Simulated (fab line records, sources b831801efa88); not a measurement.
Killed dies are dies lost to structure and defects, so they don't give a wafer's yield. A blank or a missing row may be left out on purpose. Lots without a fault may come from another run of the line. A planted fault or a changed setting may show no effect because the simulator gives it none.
Problem report in the 8D (eight disciplines) form, filled by code | flow sky130 | the parts of the form that need people (team, actions taken, sign-off) are left out

1. THE PROBLEM
oes_product_au at SKY_SONOS_ONO_STRIP_17 reads a mean of 0.856 a.u. on 3 wafers of 1 lot; wafers without a fault read 0.710 a.u. with a standard deviation of 0.0047. That is +31 standard deviations from the usual mean.
The step: strips in O2/N2.
First seen on wafer L537.1, day 18 22:40, on plasma_asher-01. The record holds 36 wafers of 12 lots with a number at this step. Rule for "out", or "out of limits": more than 4 standard deviations from the usual mean. The other wafers with a number count as sound.

2. WHAT IT IS AND WHAT IT IS NOT
question                    | is                     | is not
which readings at this step | oes_product_au         | drypump_motor_current_A, n2_flow_sccm
which lots                  | L537                   | L522, L524, L525, L526, L527, L528, L530, L531, L533, L538, L545
which wafers of those lots  | all that have a number | -
read on which tools         | plasma_asher-01        | plasma_asher-02, plasma_asher-04
when                        | from day 18 22:40      | up to then (27 sound wafers); but 6 sound wafers of L538, L545 came after

3. SUSPECTS, AND WHAT RULES EACH OUT
Counting: a tool at a process step up to the reading stays a suspect if it ran every lot that is out and no sound lot after the first of them.
- plasma_asher-04 at SKY_VT_ADJUST_HVTP_STRIP_10 (strips in O2/N2): ruled out as a lasting fault. Sound lots L538 ran on it after its first lot that is out, L537 (day 10 22:02).
- plasma_asher-01 at SKY_SONOS_ONO_STRIP_17 (strips in O2/N2): kept. It ran the lot that is out, L537 (day 18 22:40), and no sound lot after that; its last sound lot up to then is L528 (day 14 22:56). Its own readings are out on those wafers: oes_product_au.
Left after counting: plasma_asher-01 at SKY_SONOS_ONO_STRIP_17.

4. THE CAUSE (what the simulator had put in)
Strip aborted: plasma_asher-01, from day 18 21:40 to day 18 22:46, at SKY_SONOS_ONO_STRIP_17. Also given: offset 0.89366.
Counting left only this tool.

5. THE CHAIN OF EFFECTS, in route order
Each row: a reading whose mean over the struck wafers that have a number lies more than 3 standard deviations from the usual. Only readings for which the record gives a usual standard deviation are gone through. hours: the time from each lot's start at the first step in this table that gives one to its start at this step, as a median over the lots. sigmas: the change in usual standard deviations.
hours | step                   | reading             | usual      | on struck wafers | change | sigmas
0     | SKY_SONOS_ONO_STRIP_17 | oes_product_au      | 0.710 a.u. | 0.856            | +0.146 | +31
754   | SKY_PAD_OPEN_PROBE_99  | killed_at_front_end | 15         | 419              | +404   | +92
754   | SKY_PAD_OPEN_PROBE_99  | killed_dies         | 88         | 492              | +404   | +40
754   | SKY_PAD_OPEN_PROBE_99  | killed_on_rim       | 17         | 96               | +79    | +22
The process steps in it:
- SKY_SONOS_ONO_STRIP_17: strips in O2/N2.
- SKY_PAD_OPEN_PROBE_99
Readings that are blank on the struck wafers while sound wafers have them: strip_time_to_endpoint_s at SKY_SONOS_ONO_STRIP_17.

6. WHAT WOULD HAVE CAUGHT IT SOONER
In this record the first reading out of limits was taken at day 18 22:40, 1 hour after the fault began at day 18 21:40.
